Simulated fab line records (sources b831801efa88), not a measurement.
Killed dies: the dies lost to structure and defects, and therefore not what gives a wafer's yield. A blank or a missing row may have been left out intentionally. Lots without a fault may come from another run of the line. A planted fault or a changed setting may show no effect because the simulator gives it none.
Split-lot experiment | flow sky130 | 23 wafers read from 5 lots, route of 708 steps

## SPLIT DETAILS
At SKY_LDD_P_COAT_02 (resist thk 1140 nm), the setting resist_thk_nm was moved away from the recipe's 1140 nm on 8 of the 23 wafers read, by -4.3% to +5.4%. For the rest of the wafers, this setting stayed at what the recipe calls for.

The reading comes from the split's own step.

## THE READING
NOVOLAK_of_LDD_P_COAT_02.thk_nm (the simulator's own value, which no gauge read), in nm, at SKY_LDD_P_COAT_02 (resist thk 1140 nm). There is no usual value for it anywhere in the file. The 15 wafers here that ran the recipe average 1143 nm, standard deviation 4.4 nm.

wafer  | tool, chamber at the split | resist_thk_nm as run, nm | against the recipe | NOVOLAK_of_LDD_P_COAT_02.thk_nm, nm | against lot-mates on the recipe
L074.1 | litho_track-02, 0          | 1202                     | +5.4%              | 1203                                | +59
L074.2 | litho_track-02, 0          | 1202                     | +5.4%              | 1209                                | +65
L074.3 | litho_track-02, 0          | 1140                     | recipe             | 1141                                | -
L074.4 | litho_track-02, 0          | 1140                     | recipe             | 1145                                | -
L074.6 | litho_track-02, 0          | 1140                     | recipe             | 1145                                | -
L075.1 | litho_track-01, 0          | 1106                     | -3.0%              | 1106                                | -38
L075.3 | litho_track-01, 0          | 1106                     | -3.0%              | 1109                                | -34
L075.4 | litho_track-01, 0          | 1140                     | recipe             | 1145                                | -
L075.5 | litho_track-01, 0          | 1140                     | recipe             | 1142                                | -
L075.6 | litho_track-01, 0          | 1106                     | -3.0%              | 1110                                | -34
L076.1 | litho_track-02, 0          | 1140                     | recipe             | 1133                                | -
L076.2 | litho_track-02, 0          | 1140                     | recipe             | 1133                                | -
L076.3 | litho_track-02, 0          | 1091                     | -4.3%              | 1082                                | -51
L076.5 | litho_track-02, 0          | 1091                     | -4.3%              | 1087                                | -46
L076.6 | litho_track-02, 0          | 1091                     | -4.3%              | 1084                                | -49
L077.1 | litho_track-02, 0          | 1140                     | recipe             | 1147                                | -
L077.2 | litho_track-02, 0          | 1140                     | recipe             | 1148                                | -
L077.3 | litho_track-02, 0          | 1140                     | recipe             | 1146                                | -
L077.4 | litho_track-02, 0          | 1140                     | recipe             | 1146                                | -
L077.6 | litho_track-02, 0          | 1140                     | recipe             | 1146                                | -
L081.1 | litho_track-02, 0          | 1140                     | recipe             | 1144                                | -
L081.2 | litho_track-02, 0          | 1140                     | recipe             | 1143                                | -
L081.3 | litho_track-02, 0          | 1140                     | recipe             | 1142                                | -

THE FIT
A straight line over all 23 wafers: NOVOLAK_of_LDD_P_COAT_02.thk_nm changes by +12.3 nm for each +1% of resist_thk_nm; r = +0.99; the points scatter about the line by 4.7 nm.
The same after taking each lot's own level away (the mean of its wafers on the recipe; 23 wafers): +11.5 nm for each +1%; r = +1.00; scatter 1.7 nm.
Per that fit: largest resist_thk_nm move, reading shift of 62 nm.
Across the lots, their own levels run from 1133.0 to 1146.6 nm, a range of 3.1 times the standard deviation given above.
The two slopes agree, so the slope changes little with the lot-to-lot level.
Check: +63.6 nm against its lot-mates is what the line predicts for one of the wafers moved furthest among these (+5.4%) when that wafer is left out of the fit. Against them it came out at +59.3 nm.

## OTHER SPLITS ON THESE WAFERS
Note: prior to the reading, these wafers also went through further splits. Each is held against what the fit with the lots' levels taken away leaves over:
other split on the same wafers             | wafers away from the commonest value | r with NOVOLAK_of_LDD_P_COAT_02.thk_nm (lot level and that fit taken away)
SKY_VT_ADJUST_HVTR_IMPLANT_09 dose_cm2     | 7                                    | -0.05
SKY_SONOS_TUNNEL_DEVELOP_06 develop_time_s | 8                                    | -0.17
SKY_SONOS_ONO_EXPOSE_10 dose_mj            | 7                                    | +0.13
SKY_GATE_OXIDE_OXIDATION_01 ox_time_s      | 18                                   | -0.12
SKY_GATE_OXIDE_IMPLANT_11 energy_kev       | 5                                    | -0.26
SKY_RES_PROTECT_COAT_02 resist_thk_nm      | 12                                   | +0.05
SKY_POLY_GATE_IMPLANT_02 dose_cm2          | 6                                    | +0.00
SKY_LDD_N_IMPLANT_09 energy_kev            | 10                                   | -0.12

## THE WHOLE CHAIN: every reading that the file lists as answering this split, in the file's order
step               | what it does       | reading                                                                          | change (the file's fit)              | r (the file's)
SKY_LDD_P_COAT_02  | resist thk 1140 nm | NOVOLAK_of_LDD_P_COAT_02.thk_nm (the simulator's own value, which no gauge read) | +11.5 nm for each +1% of the setting | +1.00
SKY_LDD_P_STRIP_10 | strips in O2/N2    | strip_time_to_endpoint_s                                                         | withheld for each +1% of the setting | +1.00

## FILE'S OWN FIT
NOVOLAK_of_LDD_P_COAT_02.thk_nm changes by +11.5 nm for each +1% of resist_thk_nm, r = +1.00.
